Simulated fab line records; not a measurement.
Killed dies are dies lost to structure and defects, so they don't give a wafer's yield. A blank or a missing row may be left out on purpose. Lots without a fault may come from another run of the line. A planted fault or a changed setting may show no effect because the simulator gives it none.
A lot that was struck, set against a sound lot | flow sfq-line | 21 out of 325 route steps
Sound: these wafers, L592.1, L592.2, L592.6. The struck wafers were L610.1, L610.2, L610.6. The cause comes at the end.
For every step that has rows: the tool of each side, followed by ch and its chambers, followed by its first start. Under that, the readings that differ: sound wafers | struck wafers | difference of the means | sigmas: that difference in standard deviations of wafers without a fault.
alike: words and numbers the same on both sides, and readings whose means are apart by under 2 such deviations; not compared: readings that were withheld, readings missing a value for some wafer, numbers with overlapping values and no deviation given by the record, and bounds like >300 which may hide the same value.
A row with sigmas, a row that says differs or no value, or rows on one side alone: a step with any of these is where the two part. Numbers that don't overlap but have no deviation are shown without sigmas and don't part them. A reading that every wafer of one side lacks parts them only if that side has two wafers or more.

first, 3 steps without rows for these wafers: SFQ_TRILAYER_M4_LITHO_EXPOSE_094 (exposes mask M4, target cd 500 nm); SFQ_TRILAYER_M4_LITHO_PEB_096 (peb time 60 s); SFQ_TRILAYER_M4_LITHO_DEVELOP_095 (time 60 s).
SFQ_M4_OVL_MEAS_926:
  sound: overlay-01 at day 34 08:49; struck: overlay-02 at day 47 11:53
  alike: M4_OVL
SFQ_TRILAYER_M4_BARC_OPEN_METAL_ETCH_123: etches BARC in O2, target depth 125 nm, time 41.7 s.
  sound on rie-metal-01 ch 0,1, day 34 08:52; struck on rie-metal-01 ch 0,1, day 47 11:55
  alike: drypump-motor-current-A, oes-product-au
  not compared: rf-hours-counter-h
then, 1 step without rows for these wafers: SFQ_TRILAYER_M4_ETCH_METAL_ETCH_096 (etches Nb in Cl2/Ar, stops on SiO2, target depth 240 nm, time 120 s).
SFQ_TRILAYER_M4_STRIP_STRIP_097: strips in O2.
  sound on rie-metal-01 ch 0,1, day 34 09:02; struck on rie-metal-01 ch 0,1, day 47 12:07
  alike: drypump-motor-current-A, oes-product-au
  not compared: rf-hours-counter-h
then, 1 step without rows for these wafers: SFQ_TRILAYER_M4_STRIP_SOLV_CLEAN_098 (cleans in NMP, time 600 s).
SFQ_TRILAYER_I4_DEP_PECVD_099: deposits SiO2 from SiH4/N2O, time 111.11 s, target thk 500 nm.
  sound on pecvd-03 ch 0,1,2, day 34 09:50; struck on pecvd-04 ch 0,1, day 47 12:53
  reading            | sound    | struck     | difference | sigmas
  heater-power-w (W) | 81 59 88 | 120 76 115 | +28        | +3
  alike: throttle-valve-pct
SFQ_TRILAYER_I4_CMP_CMP_100: polishes SiO2.
  sound on cmp-01 ch 0,1,3, day 34 10:25; struck on cmp-02 ch 0,2,3, day 47 14:16
  alike: head-pressure-psi, motor-current-A, slurry-filter-dp-kPa, time-to-endpoint-s
SFQ_I4_BOW_MEAS_927:
  sound: film-metro-04 at day 34 12:55; struck: film-metro-03 at day 47 16:16
  alike: I4_BOW
next, for these wafers, 1 step has no rows: SFQ_TRILAYER_I4_METRO_MEASURE_101.
SFQ_TRILAYER_I4_VIA_LITHO_COAT_108: resist thk 62 nm.
  sound on litho-track-04 ch 0, day 34 14:14; struck on litho-track-04 ch 0, day 47 17:35
  reading                                                  | sound                | struck               | difference | sigmas
  spin-speed-rpm (rpm)                                     | 2998.2 2997.4 2997.8 | 2911.4 2907.3 2912.5 | -87.4      | -44
  model.BARC_of_TRILAYER_I4_VIA_LITHO_COAT_108.thk-nm (nm) | 62.17 62.38 62.39    | 63.01 63.07 62.9     | +0.68      |
then, 5 steps without rows for these wafers: SFQ_TRILAYER_I4_VIA_LITHO_COAT_103 (resist thk 650 nm); SFQ_TRILAYER_I4_VIA_LITHO_SOFTBAKE_107; SFQ_TRILAYER_I4_VIA_LITHO_EXPOSE_104 (exposes mask I4, target cd 700 nm); SFQ_TRILAYER_I4_VIA_LITHO_PEB_106 (peb time 60 s); SFQ_TRILAYER_I4_VIA_LITHO_DEVELOP_105 (time 60 s).
SFQ_I4_OVL_MEAS_928:
  sound: overlay-01 at day 40 19:15; struck: overlay-02 at day 47 21:24
  reading     | sound   | struck | difference | sigmas
  I4_OVL (nm) | -6 1 -8 | 10 8 8 | +13        | +2
SFQ_TRILAYER_I4_VIA_BARC_OPEN_VIA_ETCH_146: etches BARC in O2, target depth 125 nm, time 41.7 s.
  sound on rie-diel-04 ch 1,2,3, day 40 19:17; struck on rie-diel-02 ch 0,1, day 47 21:26
  reading                  | sound             | struck           | difference | sigmas
  model.etch.depth-nm (nm) | 62.17 62.38 62.39 | 63.01 63.07 62.9 | +0.68      |
  alike: drypump-motor-current-A, oes-product-au
  not compared: rf-hours-counter-h
SFQ_TRILAYER_I4_VIA_ETCH_VIA_ETCH_106: etches SiO2 in CHF3, stops on Nb, target depth 260 nm.
  sound on rie-diel-04 ch 1,2,3, day 40 19:19; struck on rie-diel-02 ch 0,1, day 47 21:28
  alike: drypump-motor-current-A, oes-product-au

== WHERE THEY PART ==
Last at SFQ_I4_OVL_MEAS_928 as far as this record goes, first at SFQ_TRILAYER_I4_DEP_PECVD_099. Later steps at which nothing parts them and some readings are alike: SFQ_TRILAYER_I4_VIA_BARC_OPEN_VIA_ETCH_146, SFQ_TRILAYER_I4_VIA_ETCH_VIA_ETCH_106.

WHY: what had been put in by the simulator
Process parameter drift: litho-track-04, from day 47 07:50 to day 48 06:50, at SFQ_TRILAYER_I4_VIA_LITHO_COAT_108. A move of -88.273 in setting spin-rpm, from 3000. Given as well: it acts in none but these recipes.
